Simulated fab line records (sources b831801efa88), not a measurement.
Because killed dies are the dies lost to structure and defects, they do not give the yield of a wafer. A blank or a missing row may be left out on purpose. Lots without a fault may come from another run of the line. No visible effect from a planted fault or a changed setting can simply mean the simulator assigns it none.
Chamber matching | flow sky130 | 4 sister chambers for SKY_VIA3_CMP_24 on cmp-02
The step polishes, stops on SiO2, t overpolish 20 s, target thk 0 nm. 16 wafers are shown with their chamber, then 8 later ones without.

## EACH WAFER AND ITS CHAMBER
wafer  | chamber | motor_current_A (A) | time_to_endpoint_s (s) | edge_zone_pressure_frac
L932.2 | 2       | 12.1                | 96.6                   | 1.005
L932.5 | 2       | 12.0                | 96.4                   | 0.997
L932.6 | 1       | 10.5                | 94.9                   | 0.996
L933.3 | 2       | 11.7                | 98.8                   | 0.999
L933.4 | 0       | 11.1                | 97.6                   | 1.000
L933.6 | 2       | 12.0                | 94.4                   | 0.993
L934.1 | 2       | 12.1                | 95.3                   | 0.999
L934.5 | 0       | 10.9                | 102.3                  | 0.995
L934.6 | 3       | 9.3                 | 95.3                   | 0.996
L939.2 | 1       | 10.5                | 90.8                   | 0.998
L939.4 | 0       | 11.1                | 96.0                   | 0.998
L939.5 | 3       | 9.7                 | 92.9                   | 1.007
L940.3 | 1       | 10.6                | 92.3                   | 0.986
L940.4 | 3       | 9.1                 | 95.0                   | 0.999
L940.6 | 1       | 10.5                | 94.5                   | 0.997
L944.4 | 3       | 9.6                 | 92.1                   | 1.001

SIGNATURES (means of the wafers above)
reading                 | chamber 0 | chamber 1 | chamber 2 | chamber 3 | scatter within a chamber
motor_current_A         | 11.033    | 10.525    | 11.980    | 9.425     | 0.176
time_to_endpoint_s      | 98.633    | 93.125    | 96.300    | 93.825    | 2.06
edge_zone_pressure_frac | 0.99767   | 0.99425   | 0.99860   | 1.00075   | 0.00452
Rule: a wafer lies at a distance from a chamber equal to the root of the sum of squares, over the readings, of (its reading less the chamber's mean, divided by the reading's scatter). If the next closest chamber is less than 2 further off than the closest, the wafer can't be placed; otherwise it belongs to the closest. The scatter: the root of (the sum of the squares of (reading less its chamber's mean) over the shown wafers, divided by (wafers less chambers)).

## WAFERS WITH NO CHAMBER GIVEN
wafer  | motor_current_A (A) | time_to_endpoint_s (s) | edge_zone_pressure_frac
L944.5 | 9.9                 | 90.5                   | 0.991
L944.6 | 10.8                | 93.4                   | 1.002
L947.2 | 10.9                | 96.7                   | 1.004
L947.4 | 9.7                 | 97.7                   | 0.998
L947.6 | 10.8                | 98.7                   | 1.005
L950.3 | 10.6                | 96.2                   | 0.995
L950.4 | 9.4                 | 97.5                   | 0.999
L950.6 | 10.9                | 92.4                   | 1.006

## WHICH CHAMBER EACH ONE RAN IN
wafer  | from the rows above     | in truth
L944.5 | can't be placed: 3 or 1 | 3
L944.6 | can't be placed: 1 or 0 | 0
L947.2 | can't be placed: 0 or 1 | 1
L947.4 | 3                       | 3
L947.6 | can't be placed: 0 or 1 | 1
L950.3 | can't be placed: 1 or 0 | 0
L950.4 | 3                       | 3
L950.6 | can't be placed: 1 or 0 | 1
2 of 8 placed correctly. Not placeable from these rows: 6 (in 6, the candidates include the true chamber). Number placed wrongly: 0.
